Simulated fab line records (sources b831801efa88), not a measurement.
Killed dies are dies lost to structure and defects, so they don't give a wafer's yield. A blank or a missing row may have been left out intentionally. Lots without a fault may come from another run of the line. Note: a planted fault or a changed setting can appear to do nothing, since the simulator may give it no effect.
Check for tools in common / flow gf180mcu / 15 lots and 54 wafers in the sample

THE REASON FOR OPENING IT
At GF_MVPSD_TW_MEAS_11 the reading MVPSD_TW is flagged on 3 of 15 lots. Wafers without a fault read 555.6, standard deviation 2.2.
Rule: a lot is flagged in two cases, either no wafer of it has a number, or all its wafers with numbers fall more than 4 standard deviations from that mean. The rest of the lots are taken to be sound.

lot=L346; measured=day 5 04:43; on=film-metro-03; MVPSD_TW, wafer by wafer=553.6 554.5 558.9; flag=
lot=L347; measured=day 5 07:35; on=film-metro-01; MVPSD_TW, wafer by wafer=553.7 554.3 552.5; flag=
lot=L348; measured=day 5 13:17; on=film-metro-03; MVPSD_TW, wafer by wafer=556.4 557.7 557.3; flag=
lot=L349; measured=day 5 21:47; on=film-metro-01; MVPSD_TW, wafer by wafer=551.5 553.8 549.4; flag=
lot=L350; measured=day 6 03:47; on=film-metro-03; MVPSD_TW, wafer by wafer=554.8 556.5 553.3; flag=
lot=L351; measured=day 6 05:47; on=film-metro-04; MVPSD_TW, wafer by wafer=553.8 555.7 558.1; flag=
lot=L355; measured=day 7 07:05; on=film-metro-04; MVPSD_TW, wafer by wafer=555.2 556.6 559.1; flag=
lot=L359; measured=day 8 07:56; on=film-metro-03; MVPSD_TW, wafer by wafer=752.7 752.3 753.5 752.6 751.3 752.3; flag=FLAGGED
lot=L360; measured=day 8 12:28; on=film-metro-01; MVPSD_TW, wafer by wafer=753.7 754.6 752.0 752.2 751.4 758.8; flag=FLAGGED
lot=L361; measured=day 8 19:16; on=film-metro-03; MVPSD_TW, wafer by wafer=754.0 752.2 757.4 751.4 754.8 753.2; flag=FLAGGED
lot=L362; measured=day 8 23:14; on=film-metro-01; MVPSD_TW, wafer by wafer=554.6 557.2 556.8; flag=
lot=L363; measured=day 9 06:24; on=film-metro-04; MVPSD_TW, wafer by wafer=559.2 557.3 556.3; flag=
lot=L364; measured=day 9 13:58; on=film-metro-03; MVPSD_TW, wafer by wafer=554.1 556.3 554.0; flag=
lot=L368; measured=day 10 16:46; on=film-metro-03; MVPSD_TW, wafer by wafer=554.8 551.4 557.4; flag=
lot=L369; measured=day 10 23:47; on=film-metro-03; MVPSD_TW, wafer by wafer=552.7 554.8 557.1; flag=
The mean of the flagged lots' numbers is 753.4, +197.8 from the usual (+90 standard deviations).

TOOL THAT RAN EACH LOT
The record keeps 1 process step preceding the reading, out of 602 steps on the route. Cell contents, in order: the tool; ch with the chambers the sampled wafers went through; the start.
lot=L346; flag=; GF_MVPSD_IMPLANT_09=implanter-02 ch 0, day 5 04:29
lot=L347; flag=; GF_MVPSD_IMPLANT_09=implanter-01 ch 0, day 5 07:20
lot=L348; flag=; GF_MVPSD_IMPLANT_09=implanter-01 ch 0, day 5 13:02
lot=L349; flag=; GF_MVPSD_IMPLANT_09=implanter-01 ch 0, day 5 21:32
lot=L350; flag=; GF_MVPSD_IMPLANT_09=implanter-01 ch 0, day 6 03:33
lot=L351; flag=; GF_MVPSD_IMPLANT_09=implanter-03 ch 0, day 6 05:32
lot=L355; flag=; GF_MVPSD_IMPLANT_09=implanter-02 ch 0, day 7 06:51
lot=L359; flag=FLAGGED; GF_MVPSD_IMPLANT_09=implanter-01 ch 0, day 8 07:41
lot=L360; flag=FLAGGED; GF_MVPSD_IMPLANT_09=implanter-01 ch 0, day 8 12:13
lot=L361; flag=FLAGGED; GF_MVPSD_IMPLANT_09=implanter-01 ch 0, day 8 19:01
lot=L362; flag=; GF_MVPSD_IMPLANT_09=implanter-02 ch 0, day 8 22:59
lot=L363; flag=; GF_MVPSD_IMPLANT_09=implanter-03 ch 0, day 9 06:10
lot=L364; flag=; GF_MVPSD_IMPLANT_09=implanter-03 ch 0, day 9 13:43
lot=L368; flag=; GF_MVPSD_IMPLANT_09=implanter-03 ch 0, day 10 16:31
lot=L369; flag=; GF_MVPSD_IMPLANT_09=implanter-03 ch 0, day 10 23:33
What the steps here do:
- GF_MVPSD_IMPLANT_09
- GF_MVPSD_TW_MEAS_11

FLAGGED AGAINST TOTAL, ONE TOOL AT A TIME (gauges that did the reading follow at the end)
step=GF_MVPSD_IMPLANT_09; tool=implanter-01; lots run=7; flagged=3; share of the flagged lots=all; sound lots run after its first flagged lot=0
step=GF_MVPSD_IMPLANT_09; tool=implanter-02; lots run=3; flagged=0; share of the flagged lots=none; sound lots run after its first flagged lot=-
step=GF_MVPSD_IMPLANT_09; tool=implanter-03; lots run=5; flagged=0; share of the flagged lots=none; sound lots run after its first flagged lot=-
step=GF_MVPSD_TW_MEAS_11; tool=film-metro-01; lots run=4; flagged=1; share of the flagged lots=some; sound lots run after its first flagged lot=1 (L362)
step=GF_MVPSD_TW_MEAS_11; tool=film-metro-03; lots run=8; flagged=2; share of the flagged lots=some; sound lots run after its first flagged lot=3 (L364,L368,L369)
step=GF_MVPSD_TW_MEAS_11; tool=film-metro-04; lots run=3; flagged=0; share of the flagged lots=none; sound lots run after its first flagged lot=-

THE TABLE: WHAT IT ALLOWS
All flagged lots share 1 row of the table, namely implanter-01 at GF_MVPSD_IMPLANT_09.
- implanter-01 at GF_MVPSD_IMPLANT_09: 3 of its 7 lots flagged. It ran its last sound lot, L350, at day 6 03:33 and its first flagged lot, L359, at day 8 07:41: a fault with its onset between the two fits. Its own readings lie more than 4 standard deviations out on every wafer of the flagged lots: dose-ions-cm2, faraday-current-uA.
implanter-01 at GF_MVPSD_IMPLANT_09 is the single tool remaining.

WHAT THE SIMULATOR PUT IN
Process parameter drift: implanter-01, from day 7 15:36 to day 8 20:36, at GF_MVPSD_IMPLANT_09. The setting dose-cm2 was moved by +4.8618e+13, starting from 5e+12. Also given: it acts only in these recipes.
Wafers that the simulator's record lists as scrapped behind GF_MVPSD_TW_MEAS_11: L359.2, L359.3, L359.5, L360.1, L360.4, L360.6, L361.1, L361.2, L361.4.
Struck lots among those shown: L359, L360, L361. The rule given above showed the same thing.
